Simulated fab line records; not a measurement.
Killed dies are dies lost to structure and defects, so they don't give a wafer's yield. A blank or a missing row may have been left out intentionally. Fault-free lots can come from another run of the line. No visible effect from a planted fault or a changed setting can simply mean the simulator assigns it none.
Chamber matching + flow gf180mcu + cmp-01 running GF_STI_CMP_25: 4 sister chambers
The step polishes, stops on Si3N4, t overpolish 33 s, target thk 524.6 nm. 20 wafers are shown with their chamber, then 10 later ones without.

== WAFERS PAIRED WITH THEIR CHAMBERS ==
| wafer  | chamber | motorCurrentA (A) | timeToEndpointS (s) | edgeZonePressureFrac |
|--------|---------|-------------------|---------------------|----------------------|
| L564.1 | 0       | 12.6              | 135                 | 1.008                |
| L564.2 | 3       | 9.6               | 121                 | 1.001                |
| L564.6 | 2       | 11.7              | 139                 | 1.000                |
| L565.3 | 0       | 12.8              | 131                 | 0.997                |
| L565.4 | 2       | 12.3              | 134                 | 0.991                |
| L565.6 | 0       | 12.8              | 131                 | 0.995                |
| L566.1 | 1       | 13.1              | 113                 | 1.009                |
| L566.4 | 3       | 10.4              | 116                 | 1.000                |
| L566.5 | 1       | 12.0              | 117                 | 1.008                |
| L568.2 | 1       | 12.7              | 114                 | 0.995                |
| L568.4 | 3       | 10.0              | 118                 | 1.003                |
| L568.5 | 1       | 12.7              | 115                 | 1.000                |
| L570.2 | 2       | 11.9              | 129                 | 0.991                |
| L570.5 | 2       | 11.9              | 125                 | 0.996                |
| L570.6 | 1       | 12.5              | 112                 | 0.994                |
| L572.2 | 1       | 12.3              | 117                 | 1.000                |
| L572.4 | 3       | 10.0              | 116                 | 1.002                |
| L572.5 | 1       | 13.4              | 114                 | 0.996                |
| L574.1 | 1       | 12.9              | 117                 | 0.997                |
| L574.3 | 3       | 10.1              | 116                 | 1.002                |

SIGNATURES, as means of the wafers listed above
| reading              | chamber 0 | chamber 1 | chamber 2 | chamber 3 | scatter within a chamber |
|----------------------|-----------|-----------|-----------|-----------|--------------------------|
| motorCurrentA        | 12.733    | 12.700    | 11.950    | 10.020    | 0.347                    |
| timeToEndpointS      | 132.33    | 114.88    | 131.75    | 117.40    | 3.24                     |
| edgeZonePressureFrac | 1.00000   | 0.99987   | 0.99450   | 1.00160   | 0.00494                  |
Rule: distance of a wafer from a chamber = root of the sum over the readings of ((wafer's reading minus chamber's mean) / reading's scatter) squared. The wafer belongs to the nearest chamber; if the next one is less than 2 further off, it can't be placed. How the scatter is found: for the shown wafers, subtract from each reading the mean of its chamber, square and add these, divide the total by (wafers less chambers), then take the root.

== WAFERS WHOSE CHAMBER IS MISSING ==
| wafer  | motorCurrentA (A) | timeToEndpointS (s) | edgeZonePressureFrac |
|--------|-------------------|---------------------|----------------------|
| L574.4 | 13.5              | 128                 | 1.002                |
| L580.2 | 11.4              | 132                 | 1.000                |
| L580.5 | 13.3              | 126                 | 0.998                |
| L580.6 | 10.1              | 120                 | 1.000                |
| L582.2 | 12.6              | 124                 | 0.995                |
| L582.3 | 12.1              | 130                 | 0.992                |
| L582.4 | 10.0              | 117                 | 1.001                |
| L585.2 | 10.0              | 116                 | 1.000                |
| L585.4 | 12.3              | 127                 | 1.000                |
| L585.5 | 12.7              | 121                 | 1.000                |

== CHAMBER TAKEN BY EACH ==
| wafer  | from the rows above          | in truth |
|--------|------------------------------|----------|
| L574.4 | 0                            | 0        |
| L580.2 | can't be placed: 2 or 0      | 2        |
| L580.5 | can't be placed: 0 or 1 or 2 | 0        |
| L580.6 | 3                            | 3        |
| L582.2 | can't be placed: 0 or 1 or 2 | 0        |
| L582.3 | can't be placed: 2 or 0      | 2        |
| L582.4 | 3                            | 3        |
| L585.2 | 3                            | 3        |
| L585.4 | can't be placed: 0 or 2 or 1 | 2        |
| L585.5 | can't be placed: 1 or 0      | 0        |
4 of 10 placed correctly. Cannot be placed on the basis of these rows: 6; the candidates contain the true chamber in 6. Wrongly placed: 0.
